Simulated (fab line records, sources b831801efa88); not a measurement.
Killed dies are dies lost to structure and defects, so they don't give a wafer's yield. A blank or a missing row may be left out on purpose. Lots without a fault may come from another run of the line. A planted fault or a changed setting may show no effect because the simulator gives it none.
Which tool did it? | flow gf180mcu | 10 lots, 30 wafers sampled, at 5 steps of a route of 602

WHAT THE GAUGES READ, wafer by wafer
GF_HV_LDD_TW_MEAS_38.
lot  | measured     | on            | HV_LDD_3_TW
L395 | day 11 14:01 | film_metro-04 | 1432 1432 1431
L397 | day 12 05:51 | film_metro-01 | 1438 1435 1439
L399 | day 12 19:10 | film_metro-04 | 1439 1444 1446
L402 | day 13 20:51 | film_metro-01 | 1438 1445 1435
L403 | day 14 07:19 | film_metro-03 | 1407 1419 1416
L407 | day 15 13:54 | film_metro-01 | 1432 1431 1433
L415 | day 18 07:44 | film_metro-04 | 1448 1451 1447
L416 | day 18 15:20 | film_metro-01 | 30 30 30 30 30 30
L417 | day 18 21:39 | film_metro-04 | 30 30 30 30 30 30
L418 | day 19 01:26 | film_metro-04 | 1440 1435 1441

WHICH TOOL RAN EACH LOT (tool, then ch and the chambers of the sampled wafers, then the start)
lot  | GF_DUAL_GATE_STRIP_13                | GF_POLY_GATE_STRIP_14                | GF_HV_LDD_STRIP_22                   | GF_HV_LDD_STRIP_37
L395 | plasma_asher-01 ch 0,1, day 8 08:47  | plasma_asher-01 ch 1, day 9 05:11    | plasma_asher-01 ch 0,1, day 10 18:16 | plasma_asher-03 ch 0,1, day 11 13:55
L397 | plasma_asher-02 ch 0,1, day 8 22:16  | plasma_asher-04 ch 0,1, day 9 19:26  | plasma_asher-01 ch 0,1, day 11 09:23 | plasma_asher-01 ch 0,1, day 12 05:46
L399 | plasma_asher-01 ch 0,1, day 9 09:16  | plasma_asher-02 ch 0, day 10 06:09   | plasma_asher-04 ch 0,1, day 11 23:38 | plasma_asher-04 ch 0,1, day 12 19:04
L402 | plasma_asher-02 ch 0, day 10 07:29   | plasma_asher-04 ch 0,1, day 11 07:24 | plasma_asher-03 ch 0,1, day 13 00:46 | plasma_asher-01 ch 0, day 13 20:45
L403 | plasma_asher-01 ch 0,1, day 10 20:21 | plasma_asher-02 ch 0,1, day 11 18:55 | plasma_asher-04 ch 0,1, day 13 11:48 | plasma_asher-03 ch 0,1, day 14 07:13
L407 | plasma_asher-01 ch 0,1, day 11 21:32 | plasma_asher-02 ch 0,1, day 12 21:21 | plasma_asher-04 ch 0,1, day 14 15:53 | plasma_asher-04 ch 0,1, day 15 13:49
L415 | plasma_asher-02 ch 0,1, day 14 06:45 | plasma_asher-01 ch 0,1, day 15 07:57 | plasma_asher-01 ch 0,1, day 17 07:23 | plasma_asher-01 ch 0,1, day 18 07:38
L416 | plasma_asher-01 ch 0,1, day 14 13:17 | plasma_asher-04 ch 0,1, day 15 16:40 | plasma_asher-04 ch 0,1, day 17 15:00 | plasma_asher-03 ch 0,1, day 18 15:14
L417 | plasma_asher-03 ch 0, day 14 21:10   | plasma_asher-04 ch 0, day 15 22:24   | plasma_asher-04 ch 0,1, day 17 21:32 | plasma_asher-04 ch 0, day 18 21:32
L418 | plasma_asher-01 ch 0,1, day 14 21:40 | plasma_asher-04 ch 0,1, day 16 00:53 | plasma_asher-03 ch 0,1, day 18 01:40 | plasma_asher-03 ch 0,1, day 19 01:20
- GF_DUAL_GATE_STRIP_13: strips in O2/N2.
- GF_POLY_GATE_STRIP_14: strips in O2/N2.
- GF_HV_LDD_STRIP_22: strips in O2/N2.
- GF_HV_LDD_STRIP_37: strips in O2/N2.

THE ANSWER, worked out from the rows above alone
Rule: what is usual is taken from the lots themselves. Put in order of their means at a reading, lots are off if they are a third of the lots or fewer, leave a main group of 4 or more, and stand apart from it by a gap of 3 or more times the standard deviation of the main group's means; of several such gaps the widest counts. A main group whose means are all the same, to the digits that the tables above print for the reading, isn't used. A lot without any number at a reading at which 4 lots or more have one is off too. The other lots that the step has rows for count as sound.
Off: L416, L417, at GF_HV_LDD_TW_MEAS_38 (HV_LDD_3_TW). The main group: mean 1436, standard deviation 9.7.
A tool fits if, at a process step before that reading, it ran every lot that is off, and no sound lot after the first of them. The gauges at GF_HV_LDD_TW_MEAS_38 are tried like those tools. One fits: plasma_asher-04 at GF_HV_LDD_STRIP_22. Its last sound lot is L407 (day 14 15:53), its first lot that is off L416 (day 17 15:00): a fault that began between those two fits.

WHAT THE SIMULATOR HAD PUT IN
Skipped step whole: plasma_asher-04, from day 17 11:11 on, at GF_HV_LDD_STRIP_22. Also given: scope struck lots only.
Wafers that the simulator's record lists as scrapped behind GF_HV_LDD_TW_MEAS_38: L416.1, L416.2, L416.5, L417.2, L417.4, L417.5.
Lots struck among those shown: L416, L417. The rule above found the same.
